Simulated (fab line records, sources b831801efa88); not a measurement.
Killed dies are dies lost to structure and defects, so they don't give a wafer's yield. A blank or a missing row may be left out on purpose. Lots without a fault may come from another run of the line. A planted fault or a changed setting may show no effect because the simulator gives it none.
fab line records | flow sfq_line
record lots=6 wafers=18 last_day=81
route steps=325 shown INCOMING@1 L0@3 L0V@16
lots that met no fault: from a run of the same line without faults
start_h: hours from the record's first day to the start of the lot's first wafer shown | wait_h: hours since the lot's step before | " the same as in the row above | L1.1+2: a row that stands for several wafers | - no value, or no start given | * or withheld: withheld | < > ~ a bound
route shown NAME@n: a module of which the file shows steps, and the number in the route of the first | usual: mean/standard deviation of fault-free wafers | same: alike in all rows | chamber/n: place in a boat | sites: the reading at each site | _std_site: their standard deviation | _edge_site: outer sites' mean less inner sites' | radius_mm: how far each site lies from the wafer's centre | mask NAME#n: copy n | behind: the tool/chamber that last shaped the wafer | hold: why the lot was held/for how many hours/how that ended | device: the transistor (n, p or np) that didn't switch | end of line: the same wafers' tests at the end of the route | a step without rows: its recipe alone | killed: dies lost to structure and defects at the first sort, not the wafer's yield | map: a wafer's dies, x killed, . not, _ none there
set.NAME: the setting as run; set.NAME@STEP: as run at that earlier step | model.NAME: the simulator's own value behind a step, which no gauge read
lots at some steps of the route; a table a step, a row a wafer
services: from which hour (start_h, from the record's first day; less than 0 if before it) a tool's chamber was out of use, for how many hours, and why
## steps
# step SFQ_INCOMING_BOW_MEAS_900
# recipe mode=bow
# usual INCOMING_BOW=0/5.9
# columns lot.wafer tool chamber start_h wait_h INCOMING_BOW[um]
L352.1 film_metro-03 - 35.00 - 1
L352.2 " - " " -3
L352.3 " - " " -6
L355.3 film_metro-04 - 50.04 - -17
L355.5 " - " " 5
L355.6 " - " " 1
L363.1 film_metro-03 - 90.00 - 6
L363.3 " - " " 2
L363.4 " - " " -1
L364.2 film_metro-03 - 95.02 - 2
L364.3 " - " " 2
L364.4 " - " " -4
L367.1 film_metro-04 - 110.00 - 5
L367.3 " - " " -3
L367.6 " - " " 7
L369.2 film_metro-04 - 120.02 - -5
L369.3 " - " " 6
L369.6 " - " " 4
# step SFQ_TRILAYER_INCOMING_OXIDATION_002
# recipe temp_c=1000 ambient=H2O target_thk_a=5000 p_h2o_torr=720 ox_time_s=4939
# step SFQ_TRILAYER_L0_DEP_SPUTTER_003
# recipe material=MoNx_KI base_pressure_pa=1.33e-06 target_thk_nm=40 power_w=800 time_s=100 chamber_pressure_pa=0.4
# usual throttle_valve_pct=30.0/1.6
# columns lot.wafer tool chamber start_h wait_h throttle_valve_pct
L352.1 pvd_sputter-03 - 37.49 0.0 31.9
L352.2 " - " " 28.0
L352.3 " - " " 30.6
L355.3 pvd_sputter-05 - 52.49 0.0 30.1
L355.5 " - " " 32.5
L355.6 " - " " 29.9
L363.1 pvd_sputter-05 - 92.49 0.0 32.6
L363.3 " - " " 29.7
L363.4 " - " " 29.0
L364.2 pvd_sputter-05 - 97.49 0.0 32.8
L364.3 " - " " 29.9
L364.4 " - " " 29.9
L367.1 pvd_sputter-06 - 112.49 0.0 29.0
L367.3 " - " " 28.9
L367.6 " - " " 30.8
L369.2 pvd_sputter-03 - 122.49 0.0 30.6
L369.3 " - " " 27.7
L369.6 " - " " 27.9
# step SFQ_L0_RS_MEAS_901
# recipe thk_meas_gauge=four-point-probe reads=MoNx_KI_of_TRILAYER_L0_DEP_SPUTTER_003
# usual L0_MONX_KI_RS=43.4/0.37
# columns lot.wafer tool chamber start_h wait_h L0_MONX_KI_RS[ohm/sq]
L352.1 film_metro-02 - 37.56 0.0 43.7
L352.2 " - " " 43.2
L352.3 " - " " 43.0
L355.3 film_metro-02 - 52.60 0.1 43.1
L355.5 " - " " 43.0
L355.6 " - " " 43.2
L363.1 film_metro-01 - 92.56 0.0 43.6
L363.3 " - " " 43.1
L363.4 " - " " 43.7
L364.2 film_metro-04 - 97.58 0.1 43.7
L364.3 " - " " 43.6
L364.4 " - " " 42.9
L367.1 film_metro-04 - 112.56 0.0 43.8
L367.3 " - " " 44.0
L367.6 " - " " 44.1
L369.2 film_metro-04 - 122.58 0.1 43.7
L369.3 " - " " 43.5
L369.6 " - " " 43.4
# step SFQ_L0_THK_MEAS_902
# recipe thk_meas_gauge=xrf reads=MoNx_KI_of_TRILAYER_L0_DEP_SPUTTER_003
# usual L0_MONX_KI_THK=40.8/0.39
# columns lot.wafer tool chamber start_h wait_h L0_MONX_KI_THK[nm]
L352.1 film_metro-02 - 37.68 0.1 40.5
L352.2 " - " " 41.0
L352.3 " - " " 41.3
L355.3 film_metro-02 - 52.70 0.1 41.2
L355.5 " - " " 41.2
L355.6 " - " " 41.0
L363.1 film_metro-01 - 92.68 0.1 40.5
L363.3 " - " " 40.9
L363.4 " - " " 40.4
L364.2 film_metro-04 - 97.69 0.1 40.4
L364.3 " - " " 40.7
L364.4 " - " " 41.2
L367.1 film_metro-04 - 112.68 0.1 40.4
L367.3 " - " " 40.2
L367.6 " - " " 40.0
L369.2 film_metro-04 - 122.69 0.1 40.7
L369.3 " - " " 40.7
L369.6 " - " " 40.8
# step SFQ_TRILAYER_L0_LITHO_COAT_010
# recipe resist=BARC spin_rpm=3000 resist_thk_nm=62
# step SFQ_TRILAYER_L0_LITHO_COAT_005
# recipe resist=KrF spin_rpm=3000 resist_thk_nm=600
# step SFQ_TRILAYER_L0_LITHO_SOFTBAKE_009
# recipe temp_c=withheld time_s=withheld resist=KrF
# step SFQ_TRILAYER_L0_LITHO_EXPOSE_006
# recipe mask_id=L0 na=0.6 source_shape=conventional sigma_outer=0.65 target_cd_nm=2000 dose_mj=14.4
# usual exposure_dose_mJ_cm2=14.398/0.014 focus_offset_nm=0.2/0.52
# columns lot.wafer tool chamber start_h wait_h mask exposure_dose_mJ_cm2 focus_offset_nm
L352.1 krf_scanner-01 0 106.00 - L0#0 14.397 0.8
L352.2 " 0 " " L0#0 14.384 0.9
L352.3 " 0 " " L0#0 14.400 0.2
L355.3 krf_scanner-01 0 123.20 - L0#0 14.374 0.5
L355.5 " 0 " " L0#0 14.393 0.6
L355.6 " 0 " " L0#0 14.367 0.4
L363.1 krf_scanner-01 - 179.43 - L0#0 - -
L363.3 " - " " L0#0 - -
L363.4 " - " " L0#0 - -
L364.2 krf_scanner-01 - 186.83 - L0#0 - -
L364.3 " - " " L0#0 - -
L364.4 " - " " L0#0 - -
L367.1 krf_scanner-01 0 198.63 - L0#0 14.385 0.9
L367.3 " 0 " " L0#0 14.378 0.3
L367.6 " 0 " " L0#0 14.405 0.5
L369.2 krf_scanner-01 0 213.23 - L0#0 14.408 0.9
L369.3 " 0 " " L0#0 14.386 0.8
L369.6 " 0 " " L0#0 14.390 -0.8
# step SFQ_TRILAYER_L0_LITHO_PEB_008
# recipe peb_temp_c=115 peb_time_s=60 resist=KrF
# step SFQ_TRILAYER_L0_LITHO_DEVELOP_007
# recipe time_s=60 resist=KrF
# step SFQ_TRILAYER_L0_BARC_OPEN_METAL_ETCH_010
# recipe mask_material=PR chemistry=O2 target_depth_nm=125 target=BARC icp_w=600 bias_w=80 pressure_mtorr=10 time_s=41.7
# usual drypump_motor_current_A=5.9/0.37 he_backside_leak_sccm=3.4/0.35 oes_product_au=0.685/0.0044
# columns lot.wafer tool chamber start_h wait_h drypump_motor_current_A he_backside_leak_sccm oes_product_au rf_hours_counter_h
L352.1 rie_metal-02 0 107.50 0.1 6.5 3.3 0.689 137
L352.2 " 0 " " 6.5 3.4 0.691 -
L352.3 " 0 " " 6.5 3.4 0.688 -
L355.3 rie_metal-01 0 124.32 0.1 5.8 3.6 0.688 -
L355.5 " 0 " " 5.8 3.5 0.683 -
L355.6 " 1 " " 5.7 3.2 0.687 -
L363.1 rie_metal-01 0 180.93 0.1 5.8 3.9 0.680 33
L363.3 " 1 " " 5.7 3.3 0.684 -
L363.4 " 0 " " 5.8 3.7 0.688 -
L364.2 rie_metal-01 1 188.13 0.1 5.7 3.0 0.676 69
L364.3 " 0 " " 5.8 3.8 0.683 -
L364.4 " 1 " " 5.7 3.0 0.690 -
L367.1 rie_metal-01 0 200.13 0.1 5.8 3.7 0.686 36
L367.3 " 0 " " 5.8 3.9 0.687 -
L367.6 " 0 " " 5.8 3.9 0.672 -
L369.2 rie_metal-01 1 214.53 0.1 5.7 3.3 0.689 74
L369.3 " 1 " " 5.7 3.4 0.684 -
L369.6 " 0 " " 5.8 3.6 0.680 -
# step SFQ_TRILAYER_L0_ETCH_METAL_ETCH_008
# recipe target=MoNx_KI stop_on=SiO2 mask_material=PR chemistry=SF6/O2 target_depth_nm=50 icp_w=600 bias_w=80 pressure_mtorr=10 time_s=25
# usual drypump_motor_current_A=5.9/0.37 he_backside_leak_sccm=3.40/0.19 oes_product_au=0.875/0.0059
# columns lot.wafer tool chamber start_h wait_h drypump_motor_current_A he_backside_leak_sccm oes_product_au rf_hours_counter_h
L352.1 rie_metal-02 0 107.61 0.1 6.5 3.38 0.872 137
L352.2 " 0 " " 6.5 3.41 0.873 -
L352.3 " 0 " " 6.5 3.37 0.882 -
L355.3 rie_metal-01 0 124.37 0.0 5.8 3.59 0.882 -
L355.5 " 0 " " 5.8 3.77 0.868 -
L355.6 " 1 " " 5.8 3.19 0.878 -
L363.1 rie_metal-01 0 180.99 0.0 5.8 3.38 0.872 33
L363.3 " 1 " " 5.7 3.10 0.875 -
L363.4 " 0 " " 5.8 3.28 0.879 -
L364.2 rie_metal-01 1 188.19 0.0 5.8 3.18 0.879 69
L364.3 " 0 " " 5.8 3.42 0.874 -
L364.4 " 1 " " 5.7 3.26 0.873 -
L367.1 rie_metal-01 0 200.19 0.0 5.8 3.33 0.881 36
L367.3 " 0 " " 5.8 3.82 0.864 -
L367.6 " 0 " " 5.8 3.83 0.875 -
L369.2 rie_metal-01 1 214.59 0.0 5.7 3.28 0.876 74
L369.3 " 1 " " 5.7 3.16 0.881 -
L369.6 " 0 " " 5.8 3.69 0.875 -
# step SFQ_TRILAYER_L0_STRIP_STRIP_009
# recipe gas=O2 power_w=200 platen_temp_c=40 overash_fraction=0.65 chemistry=O2 pressure_mtorr=50
# usual drypump_motor_current_A=5.9/0.37 he_backside_leak_sccm=3.40/0.25 oes_product_au=0.997/0.0098
# columns lot.wafer tool chamber start_h wait_h drypump_motor_current_A he_backside_leak_sccm oes_product_au rf_hours_counter_h
L352.1 rie_metal-02 0 107.71 0.1 6.5 3.49 1.009 137
L352.2 " 0 " " 6.5 3.46 1.004 -
L352.3 " 0 " " 6.5 3.37 1.005 -
L355.3 rie_metal-01 0 124.60 0.2 5.8 3.62 0.987 -
L355.5 " 0 " " 5.8 3.49 0.998 -
L355.6 " 1 " " 5.7 3.20 0.990 -
L363.1 rie_metal-01 0 181.03 0.0 5.8 3.47 0.984 33
L363.3 " 1 " " 5.7 5.49 0.986 -
L363.4 " 0 " " 5.8 3.32 0.984 -
L364.2 rie_metal-01 1 188.23 0.0 5.7 3.29 0.987 69
L364.3 " 0 " " 5.8 3.57 1.000 -
L364.4 " 1 " " 5.8 3.23 0.992 -
L367.1 rie_metal-01 0 200.23 0.0 5.8 3.69 0.989 37
L367.3 " 0 " " 5.8 3.37 0.986 -
L367.6 " 0 " " 5.8 3.66 0.988 -
L369.2 rie_metal-01 1 214.63 0.0 5.7 3.31 0.996 74
L369.3 " 1 " " 5.7 3.35 0.994 -
L369.6 " 0 " " 5.8 3.64 0.986 -
# step SFQ_TRILAYER_L0_STRIP_SOLV_CLEAN_010
# recipe chemistry=NMP temp_c=70 time_s=600
# step SFQ_TRILAYER_L0_CAP_PECVD_011
# recipe material=SiO2 temp_c=150 time_s=13.333 pressure_torr=2.4 rf_w=183.3 precursor=SiH4/N2O target_thk_nm=60
# usual heater_power_w=84/7.1 showerhead_vpp_V=829/48 throttle_valve_pct=25.4/2.9
# columns lot.wafer tool chamber start_h wait_h heater_power_w showerhead_vpp_V throttle_valve_pct
L352.1 pecvd-04 0 109.10 0.0 84 903 22.6
L352.2 " 1 " " 73 815 23.9
L352.3 " 2 " " 94 739 22.7
L355.3 pecvd-01 0 125.18 0.0 75 897 31.0
L355.5 " 0 " " 77 894 30.7
L355.6 " 1 " " 78 808 23.9
L363.1 pecvd-04 2 181.81 0.0 90 759 22.8
L363.3 " 1 " " 75 818 23.9
L363.4 " 2 " " 91 759 22.7
L364.2 pecvd-03 1 189.01 0.0 87 810 24.2
L364.3 " 2 " " 93 831 27.5
L364.4 " 2 " " 91 838 27.6
L367.1 pecvd-04 1 201.01 0.0 72 807 24.1
L367.3 " 0 " " 95 911 22.7
L367.6 " 2 " " 86 779 23.0
L369.2 pecvd-04 1 215.41 0.0 77 797 24.1
L369.3 " 2 " " 85 768 23.0
L369.6 " 2 " " 87 744 22.7
# step SFQ_TRILAYER_L0_VIA_LITHO_COAT_018
# recipe resist=BARC spin_rpm=3000 resist_thk_nm=62
# step SFQ_TRILAYER_L0_VIA_LITHO_COAT_013
# recipe resist=KrF spin_rpm=3000 resist_thk_nm=650
# step SFQ_TRILAYER_L0_VIA_LITHO_SOFTBAKE_017
# recipe temp_c=withheld time_s=withheld resist=KrF
# step SFQ_TRILAYER_L0_VIA_LITHO_EXPOSE_014
# recipe mask_id=L0V na=0.6 source_shape=conventional sigma_outer=0.65 target_cd_nm=700 dose_mj=21.3
# usual exposure_dose_mJ_cm2=21.301/0.022 focus_offset_nm=0.0/0.56
# columns lot.wafer tool chamber start_h wait_h mask exposure_dose_mJ_cm2 focus_offset_nm
L352.1 krf_scanner-01 0 195.03 - L0V#0 21.291 -0.7
L352.2 " 0 " " L0V#0 21.288 -1.0
L352.3 " 0 " " L0V#0 21.305 -0.3
L355.3 krf_scanner-01 0 219.43 - L0V#0 21.343 -0.6
L355.5 " 0 " " L0V#0 21.324 0.1
L355.6 " 0 " " L0V#0 21.357 0.1
L363.1 krf_scanner-01 - 278.32 - L0V#0 - -
L363.3 " - " " L0V#0 - -
L363.4 " - " " L0V#0 - -
L364.2 krf_scanner-01 - 286.92 - L0V#0 - -
L364.3 " - " " L0V#0 - -
L364.4 " - " " L0V#0 - -
L367.1 krf_scanner-02 0 305.84 - L0V#0 21.292 0.1
L367.3 " 0 " " L0V#0 21.301 -0.6
L367.6 " 0 " " L0V#0 21.250 0.3
L369.2 krf_scanner-02 0 318.04 - L0V#0 21.265 1.8
L369.3 " 0 " " L0V#0 21.286 1.4
L369.6 " 0 " " L0V#0 21.277 1.3
# step SFQ_TRILAYER_L0_VIA_LITHO_PEB_016
# recipe peb_temp_c=115 peb_time_s=60 resist=KrF
## services
# columns tool chamber start_h hours kind
krf_scanner-01 - 22.17 0.5 repair
krf_scanner-02 - 57.01 1.3 pm
krf_scanner-01 - 58.70 1.0 pm
pvd_sputter-03 - 59.07 7.8 repair
krf_scanner-01 - 64.50 0.8 pm
krf_scanner-01 - 65.25 3.0 pm
pvd_sputter-03 - 68.72 4.0 repair
krf_scanner-02 - 75.11 1.0 pm
krf_scanner-02 - 80.91 0.8 pm
krf_scanner-02 - 90.38 0.3 repair
pecvd-04 2 92.08 11.6 repair
krf_scanner-01 - 92.37 4.0 pm
krf_scanner-02 - 95.12 3.0 repair
krf_scanner-01 - 140.80 4.4 pm
krf_scanner-02 - 162.69 0.1 repair
krf_scanner-01 - 167.97 1.3 pm
krf_scanner-01 - 170.65 1.6 repair
pvd_sputter-05 - 173.53 13.9 repair
pvd_sputter-05 - 183.10 0.7 repair
krf_scanner-01 - 227.43 1.0 pm
krf_scanner-01 - 232.61 0.8 pm
pecvd-04 - 243.69 1.3 repair
krf_scanner-01 - 243.80 1.1 repair
pvd_sputter-05 - 313.95 7.5 repair
## key
first_sign step=SFQ_TRILAYER_L0_LITHO_EXPOSE_006 reading=tool_record direction=missing
effect step=SFQ_TRILAYER_L0_VIA_LITHO_EXPOSE_014 reading=tool_record direction=missing
met_at SFQ_TRILAYER_L0_LITHO_EXPOSE_006
struck_wafers L363.1,L363.3,L363.4,L364.2,L364.3,L364.4
onset_between 123.20 179.43
fault kind=skipped_step_whole tool=krf_scanner-01 chamber=- onset_h=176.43 steps=SFQ_TRILAYER_L0_LITHO_EXPOSE_006 scope=struck_lots_only
